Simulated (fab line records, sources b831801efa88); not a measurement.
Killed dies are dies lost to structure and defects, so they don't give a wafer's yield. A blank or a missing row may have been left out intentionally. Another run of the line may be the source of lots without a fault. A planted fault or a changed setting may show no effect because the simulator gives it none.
A single fault, viewed from 2 desks || flow gf180mcu || only its own numbers are on each desk; what lay behind them is given at the end

## THE TOOL OWNER'S DESK: litho-track-03
The tool's own readings at GF_M1_DEVELOP_13 (develop time 60 s): means of the sampled wafers that have a number, for each lot that ran on this tool. A lot is out of limits, marked OUT, if its mean lies more than 4 standard deviations from the usual mean; the brackets give that distance.
Columns: A = developer-temp-C at GF_M1_DEVELOP_13, usual 21.00 C; B = resist-line-temp-C at GF_M1_DEVELOP_13, usual 23.00 C
{"lot": "L853", "first seen here": "day 17 15:23", "A": 20.94, "B": 23.03}
{"lot": "L855", "first seen here": "day 18 10:39", "A": 20.92, "B": 22.93}
{"lot": "L856", "first seen here": "day 18 15:09", "A": 21.02, "B": 23.13}
{"lot": "L859", "first seen here": "day 19 22:39", "A": 21.01, "B": 23.02}
{"lot": "L860", "first seen here": "day 20 00:33", "A": 20.89, "B": 23.09}
{"lot": "L861", "first seen here": "day 20 10:44", "A": "20.09 (-9.1) OUT", "B": 23.18}
{"lot": "L863", "first seen here": "day 21 05:54", "A": "20.07 (-9.3) OUT", "B": 23.03}
{"lot": "L872", "first seen here": "day 24 14:21", "A": 21.02, "B": 23.07}
Finding of this desk: L861, L863 out of limits; the first was L861 at day 20 10:44, on developer-temp-C at GF_M1_DEVELOP_13. In limits: L853, L855, L856, L859, L860, L872.

## FROM THE METROLOGY DESK
What the gauges read for every lot (on any tool): the sampled wafers with a number, averaged. A lot is out of limits, marked OUT, if its mean lies more than 4 standard deviations from the usual mean; the brackets give that distance.
Columns: A = cd-nm at GF_CONTACT_CD_MEAS_14, usual 220.6 nm; B = CONTACT_W_THK at GF_CONTACT_THK_MEAS_26, usual 313 nm
{"lot": "L852", "first seen here": "day 16 04:51", "A": 220.2, "B": 300}
{"lot": "L853", "first seen here": "day 16 15:22", "A": 221.3, "B": 312}
{"lot": "L855", "first seen here": "day 17 10:06", "A": 220.8, "B": 314}
{"lot": "L856", "first seen here": "day 17 14:13", "A": 217.6, "B": 311}
{"lot": "L857", "first seen here": "day 17 19:40", "A": 223.8, "B": 330}
{"lot": "L859", "first seen here": "day 18 21:00", "A": 219.6, "B": 307}
{"lot": "L860", "first seen here": "day 18 22:57", "A": 219.6, "B": 313}
{"lot": "L861", "first seen here": "day 19 08:44", "A": 221.6, "B": 311}
{"lot": "L863", "first seen here": "day 20 04:54", "A": 220.3, "B": 317}
{"lot": "L871", "first seen here": "day 23 12:22", "A": 221.1, "B": 313}
{"lot": "L872", "first seen here": "day 23 14:59", "A": 221.1, "B": 313}
{"lot": "L873", "first seen here": "day 23 21:59", "A": 222.7, "B": 318}
{"lot": "L875", "first seen here": "day 24 08:28", "A": 222.3, "B": 310}
{"lot": "L874", "first seen here": "day 24 10:01", "A": 220.1, "B": 318}
Result from this desk: across the 14 lots, nothing is out of limits.

## TAKEN TOGETHER
An alarm could have come from the tool owner's desk at day 20 10:44, on L861, L863.
From the metrology desk's view, nothing was out of limits.
The metrology desk holds a record of L861, L863, inside its limits.
Of the lots named, all ran GF_M1_DEVELOP_13 on litho-track-03.

## WHAT WAS PUT IN BY THE SIMULATOR
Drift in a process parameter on litho-track-03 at GF_M1_DEVELOP_13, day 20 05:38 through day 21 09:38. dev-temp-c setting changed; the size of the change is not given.
Struck lots among those shown: L861, L863.
How many hours passed from the start of the fault until each desk's first out-of-limits reading: the tool owner's desk, 5.
